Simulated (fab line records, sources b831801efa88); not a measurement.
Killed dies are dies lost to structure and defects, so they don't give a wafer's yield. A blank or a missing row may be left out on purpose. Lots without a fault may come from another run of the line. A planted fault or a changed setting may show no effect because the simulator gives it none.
One fault seen from 2 desks | flow sky130 | each desk has only its own numbers; what lay behind them comes last

THE TOOL OWNER'S DESK: rie_metal-02
The tool's own readings at SKY_METAL3_ETCH_16 (etches BARC in N2/H2, stops on SiO2, time 88.2 s, target depth 60 nm): means of the sampled wafers that have a number, for each lot that ran on this tool. A lot is out of limits, marked OUT, if its mean lies more than 4 standard deviations from the usual mean; the brackets give that distance.
Columns: A = drypump_motor_current_A at SKY_METAL3_ETCH_16, usual 5.8 A; B = oes_product_au at SKY_METAL3_ETCH_16, usual 0.626 a.u.; C = throttle_valve_pct at SKY_METAL3_ETCH_16, usual 13.205 %
lot  | first seen here | A   | B     | C
L195 | day 38 12:31    | 6.0 | 0.625 | 13.207
L206 | day 42 01:56    | 5.7 | 0.626 | 13.202
L207 | day 42 14:37    | 6.3 | 0.621 | 13.211
L215 | day 44 19:52    | 5.8 | 0.626 | 13.207
L218 | day 45 01:49    | 5.8 | 0.624 | 13.210
L217 | day 45 03:11    | 5.7 | 0.626 | 13.206
This desk's finding: nothing out of limits on any of the 6 lots.

THE METROLOGY DESK
What the gauges read, lot by lot, whatever tool the lot ran on: means of the sampled wafers that have a number. A lot is out of limits, marked OUT, if its mean lies more than 4 standard deviations from the usual mean; the brackets give that distance.
Columns: A = CAPM_OVL at SKY_CAPM_OVL_MEAS_12, usual -0.9 nm; B = cd_nm at SKY_METAL3_CD_MEAS_13, usual 300.4 nm
lot  | first seen here | A    | B
L195 | day 37 10:16    | 0.1  | 301.2
L198 | day 38 18:15    | -0.8 | 300.7
L201 | day 39 14:31    | -3.4 | 299.8
L206 | day 41 03:39    | -0.4 | 302.1
L207 | day 41 15:28    | -1.8 | 300.2
L211 | day 42 11:18    | -2.6 | 299.4
L210 | day 42 13:59    | -0.7 | 302.9
L212 | day 42 16:44    | -1.4 | 301.5
L216 | day 43 16:59    | -0.2 | 300.6
L215 | day 43 20:47    | -0.8 | 300.8
L218 | day 44 03:28    | -0.6 | 300.4
L217 | day 44 04:01    | -3.2 | 298.4
This desk's finding: nothing out of limits on any of the 12 lots.

PUT TOGETHER
The tool owner's desk saw nothing out of limits.
The metrology desk saw nothing out of limits.

WHAT THE SIMULATOR HAD PUT IN
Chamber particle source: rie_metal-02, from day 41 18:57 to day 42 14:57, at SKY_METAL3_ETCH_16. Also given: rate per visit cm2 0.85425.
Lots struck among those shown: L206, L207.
